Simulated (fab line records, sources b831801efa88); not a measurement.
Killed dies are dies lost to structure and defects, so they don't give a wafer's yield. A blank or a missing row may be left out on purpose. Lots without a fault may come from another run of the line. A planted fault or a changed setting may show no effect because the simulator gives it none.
Which tool did it? | flow gf180mcu | 7 lots, 20 wafers sampled, at 1 step of a route of 602

WHAT THE GAUGES READ, wafer by wafer
GF_STI_BOW_MEAS_00.
lot  | measured    | on            | INCOMING_BOW (um)
L499 | day 1 15:01 | film_metro-04 | -3 4 -11
L501 | day 2 01:00 | film_metro-04 | -5 4 4
L503 | day 2 11:00 | film_metro-02 | -2 2 -3
L505 | day 2 21:02 | film_metro-03 | 1 6 -1
L513 | day 4 13:01 | film_metro-04 | 0 2
L518 | day 5 14:00 | film_metro-03 | -6 6 -1
L521 | day 6 05:00 | film_metro-02 | 6 6 -2

WHICH TOOL RAN EACH LOT (tool, then ch and the chambers of the sampled wafers, then the start)
The record holds no process step before these readings.

THE ANSWER, worked out from the rows above alone
Rule: what is usual is taken from the lots themselves. Put in order of their means at a reading, lots are off if they are a third of the lots or fewer, leave a main group of 4 or more, and stand apart from it by a gap of 3 or more times the standard deviation of the main group's means; of several such gaps the widest counts. A main group whose means are all the same, to the digits that the tables above print for the reading, isn't used. A lot without any number at a reading at which 4 lots or more have one is off too. The other lots that the step has rows for count as sound.
No lot is off at any reading shown: from this, nothing can be told.

WHAT THE SIMULATOR HAD PUT IN
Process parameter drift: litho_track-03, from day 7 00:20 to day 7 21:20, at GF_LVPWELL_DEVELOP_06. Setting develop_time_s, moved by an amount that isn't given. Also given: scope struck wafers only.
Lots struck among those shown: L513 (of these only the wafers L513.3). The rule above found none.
